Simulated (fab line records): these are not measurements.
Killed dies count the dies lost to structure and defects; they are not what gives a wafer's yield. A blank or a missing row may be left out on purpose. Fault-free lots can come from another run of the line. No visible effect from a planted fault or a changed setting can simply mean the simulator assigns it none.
2 desks, one fault ; flow gf180mcu ; every desk sees just its own numbers, and what lay behind them comes last

== AT THE METROLOGY DESK ==
What the gauges read, lot by lot, whatever tool the lot ran on: means of the sampled wafers that have a number. The brackets show how far a lot's mean lies from the usual mean; more than 4 standard deviations puts the lot out of limits, marked OUT.
Columns: A = VT_IMPLANT_TW at GF_VT_IMPLANT_TW_MEAS_10, usual 565; B = VT_IMPLANT_01_OVL at GF_VT_IMPLANT_OVL_MEAS_18, usual -0.2 nm; C = VT_IMPLANT_4_TW at GF_VT_IMPLANT_TW_MEAS_43, usual 691
lot;first seen here;A;B;C
L367;day 5 16:38;557;-0.8;691
L368;day 5 20:11;566;-0.8;695
L370;day 6 14:29;567;1.0;695
L371;day 6 17:35;569;0.5;698
L372;day 7 04:50;564;0.4;693
L373;day 7 05:08;559;0.5;683
L374;day 7 16:02;569;-2.2;692
L375;day 7 16:31;562;0.4;694
L376;day 7 20:49;563;-0.7;693
L377;day 8 10:14;566;-0.7;690
L378;day 8 11:32;568;-0.2;687
L386;day 10 11:30;562;-0.7;711 (+4.7) OUT
L390;day 11 13:34;566;-0.0;682
This desk's result: L386 out of limits, first on L386 (VT_IMPLANT_4_TW at GF_VT_IMPLANT_TW_MEAS_43), day 12 19:32. L367, L368, L370, L371, L372, L373, L374, L375, L376, L377, L378, L390 stayed within limits.

== AT THE TOOL OWNER'S DESK: implanter-03 ==
GF_VT_IMPLANT_IMPLANT_41, tool's own readings: per-lot mean of the sampled wafers with a number, covering each lot this tool ran. The brackets show how far a lot's mean lies from the usual mean; more than 4 standard deviations puts the lot out of limits, marked OUT.
Columns: A = beam on s at GF_VT_IMPLANT_IMPLANT_41, usual 10.01 s; B = faraday current uA at GF_VT_IMPLANT_IMPLANT_41, usual 5.71
lot;first seen here;A;B
L368;day 7 19:10;9.91;5.76
L370;day 8 14:11;9.72;5.87
L372;day 9 05:31;10.05;5.68
L376;day 9 22:27;9.90;5.78
L378;day 10 15:48;9.99;5.72
L386;day 12 19:18;11.16 (+5.8) OUT;5.12 (-5.3) OUT
Finding of this desk: L386 out of limits; the first was L386 at day 12 19:18, on beam on s at GF_VT_IMPLANT_IMPLANT_41. L368, L370, L372, L376, L378 stayed within limits.

== TAKEN TOGETHER ==
An alarm could have come from the tool owner's desk at day 12 19:18, on L386.
On L386, the metrology desk was in a position to raise an alarm at day 12 19:32.
Of the lots named, all ran GF_VT_IMPLANT_IMPLANT_41 on implanter-03.

== WHAT HAD BEEN PUT IN BY THE SIMULATOR ==
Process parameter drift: implanter-03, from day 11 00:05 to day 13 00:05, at GF_VT_IMPLANT_IMPLANT_41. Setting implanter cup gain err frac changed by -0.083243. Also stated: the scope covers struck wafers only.
Struck lots among those shown: L386.
Hours from the fault's start to each desk's first reading out of limits: the tool owner's desk, 43; the metrology desk, 43.
